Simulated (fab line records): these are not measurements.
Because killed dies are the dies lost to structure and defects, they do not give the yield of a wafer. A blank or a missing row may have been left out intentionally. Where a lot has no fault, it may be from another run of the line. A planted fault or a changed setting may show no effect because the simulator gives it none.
Which of the tools did it? + flow gf180mcu + 13 lots with 39 wafers sampled at 3 steps, on a route of 602 steps

WHAT THE GAUGES READ, wafer by wafer
GF_MVPSD_OVL_MEAS_07.
| lot  | measured     | on         | MVPSD_OVL (nm) |
|------|--------------|------------|----------------|
| L924 | day 4 23:52  | overlay-02 | -0.4 -0.5 -0.5 |
| L925 | day 5 05:54  | overlay-01 | -1.1 -0.5 1.1  |
| L926 | day 5 11:59  | overlay-02 | -0.4 0.9 -1.0  |
| L927 | day 5 18:37  | overlay-01 | -0.1 0.7 2.1   |
| L928 | day 6 01:04  | overlay-01 | 2.8 0.9 0.6    |
| L929 | day 6 07:08  | overlay-02 | 2.9 1.0 0.6    |
| L930 | day 6 13:31  | overlay-01 | 1.9 0.8 -0.3   |
| L931 | day 6 18:16  | overlay-02 | 2.3 2.1 1.2    |
| L936 | day 8 00:42  | overlay-02 | 0.3 -0.1 1.0   |
| L938 | day 8 12:43  | overlay-02 | 4.2 2.9 -0.7   |
| L944 | day 10 00:24 | overlay-02 | 0.3 0.2 0.0    |
| L945 | day 10 06:20 | overlay-02 | -1.5 1.6 1.2   |
| L947 | day 10 16:41 | overlay-02 | -1.9 -1.1 1.6  |

GF_HV_LDD_OVL_MEAS_32.
| lot  | measured     | on         | HV_LDD_02_OVL (nm) |
|------|--------------|------------|--------------------|
| L924 | day 11 12:11 | overlay-02 | -0.4 -0.5 -2.3     |
| L925 | day 11 18:16 | overlay-02 | -2.1 -1.4 -1.3     |
| L926 | day 12 03:36 | overlay-01 | -0.3 0.1 -0.8      |
| L927 | day 12 12:49 | overlay-01 | 0.0 -0.7 -1.1      |
| L928 | day 12 19:52 | overlay-02 | 1.5 -2.3 0.0       |
| L929 | day 13 05:17 | overlay-01 | -2.7 -3.8 -3.2     |
| L930 | day 13 14:34 | overlay-01 | -3.9 -2.3 -3.9     |
| L931 | day 13 21:57 | overlay-01 | -3.4 -4.8 -3.4     |
| L936 | day 15 16:31 | overlay-01 | -2.3 -1.0          |
| L938 | day 16 03:31 | overlay-02 | -2.4               |
| L944 | day 18 03:49 | overlay-01 | -1.1 0.9 -1.6      |
| L945 | day 18 11:24 | overlay-02 | -0.3 -1.2 -0.8     |
| L947 | day 18 23:44 | overlay-01 | -1.2 0.2 -2.9      |

WHICH TOOL RAN EACH LOT (tool, then ch and the chambers of the sampled wafers, then the start)
| lot  | GF_POLY_GATE_ETCH_13            |
|------|---------------------------------|
| L924 | rieSi-01 ch 0,2,3, day 9 04:31  |
| L925 | rieSi-01 ch 1,2,3, day 9 10:09  |
| L926 | rieSi-01 ch 1,3, day 9 18:40    |
| L927 | rieSi-02 ch 0,1,2, day 10 02:28 |
| L928 | rieSi-02 ch 0,1,3, day 10 09:31 |
| L929 | rieSi-01 ch 0,1,3, day 10 16:37 |
| L930 | rieSi-01 ch 1,2,3, day 11 00:55 |
| L931 | rieSi-02 ch 0,1,3, day 11 08:18 |
| L936 | rieSi-02 ch 1,2,3, day 12 21:49 |
| L938 | rieSi-02 ch 1,2,3, day 13 07:59 |
| L944 | rieSi-01 ch 0,1,2, day 15 05:12 |
| L945 | rieSi-01 ch 0,1,3, day 15 12:16 |
| L947 | rieSi-01 ch 0,3, day 16 00:35   |
- GF_POLY_GATE_ETCH_13: etches poly-Si in HBr/Cl2, stops on SiO2, target depth 198.5 nm, time 69.6 s.

AS READ BY THE TOOLS THEMSELVES (means over the sampled wafers that have a number; for cases with no such wafer, the mark the record gives instead)
GF_POLY_GATE_ETCH_13.
| lot  | tool     | biasW (W) | drypumpMotorCurrentA (A) | oesProductAu (a.u.) | runLengthS (s) | throttleValvePct (%) |
|------|----------|-----------|--------------------------|---------------------|----------------|----------------------|
| L924 | rieSi-01 | 99.9      | 5.5                      | 0.994               | 97.8           | 33.684               |
| L925 | rieSi-01 | 100.0     | 5.7                      | 0.991               | 97.8           | 33.692               |
| L926 | rieSi-01 | 100.0     | 5.4                      | 0.991               | 97.2           | 33.682               |
| L927 | rieSi-02 | 99.9      | 6.0                      | 0.989               | 98.0           | 33.689               |
| L928 | rieSi-02 | 99.8      | 6.0                      | 0.994               | 98.0           | 33.674               |
| L929 | rieSi-01 | 100.0     | 5.3                      | 0.991               | 97.8           | 33.690               |
| L930 | rieSi-01 | 99.9      | 5.7                      | 0.990               | 97.8           | 33.691               |
| L931 | rieSi-02 | 100.1     | 6.0                      | 0.996               | 97.9           | 33.677               |
| L936 | rieSi-02 | 100.0     | 5.8                      | 0.992               | 91.5           | 33.689               |
| L938 | rieSi-02 | 100.4     | 5.8                      | 0.991               | 85.0           | 33.686               |
| L944 | rieSi-01 | 99.7      | 5.5                      | 0.990               | 97.8           | 33.687               |
| L945 | rieSi-01 | 100.0     | 5.2                      | 0.987               | 97.5           | 33.682               |
| L947 | rieSi-01 | 100.0     | 5.2                      | 0.993               | 97.6           | 33.677               |

THE ANSWER, worked out from the rows above alone
Rule: usual is defined by the lots themselves. The widest of any qualifying gaps counts: lots, ordered by their means at a reading, are off when they make up no more than a third of the lots, leave a main group of 4 or more, and stand apart from it by 3 or more times the standard deviation of that group's means. Not used: any main group whose means are identical at the precision the tables above print for the reading. A lot without any number at a reading at which 4 lots or more have one is off too. Where the step has rows for the other lots, those lots are counted as sound. First the gauges in route order, then the tools' own readings, where a lot's mean is used as printed above. The first step at which some lot is off is used, and at that step the reading that is off furthest; a lot without a number counts as furthest.
Off, at GF_POLY_GATE_ETCH_13 on runLengthS: L936, L938. The main group: mean 97.7 s, standard deviation 0.22.
A tool fits if, at that step or a process step before it, it ran every lot that is off, and no sound lot after the first of them. One fits: rieSi-02 at GF_POLY_GATE_ETCH_13. A fault onset in the window from L931 (day 11 08:18, its last sound lot) to L936 (day 12 21:49, its first lot off) fits.
On the lots that are off, the tool's own readings at GF_POLY_GATE_ETCH_13 differ by more than 5 times the standard deviation of the sound lots' means, which bears it out; runLengthS reads 88.2 s there versus 97.7 s on the sound lots.

WHAT HAD BEEN PUT IN BY THE SIMULATOR
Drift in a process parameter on rieSi-02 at GF_POLY_GATE_ETCH_13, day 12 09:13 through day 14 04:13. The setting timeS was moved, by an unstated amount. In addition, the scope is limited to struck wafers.
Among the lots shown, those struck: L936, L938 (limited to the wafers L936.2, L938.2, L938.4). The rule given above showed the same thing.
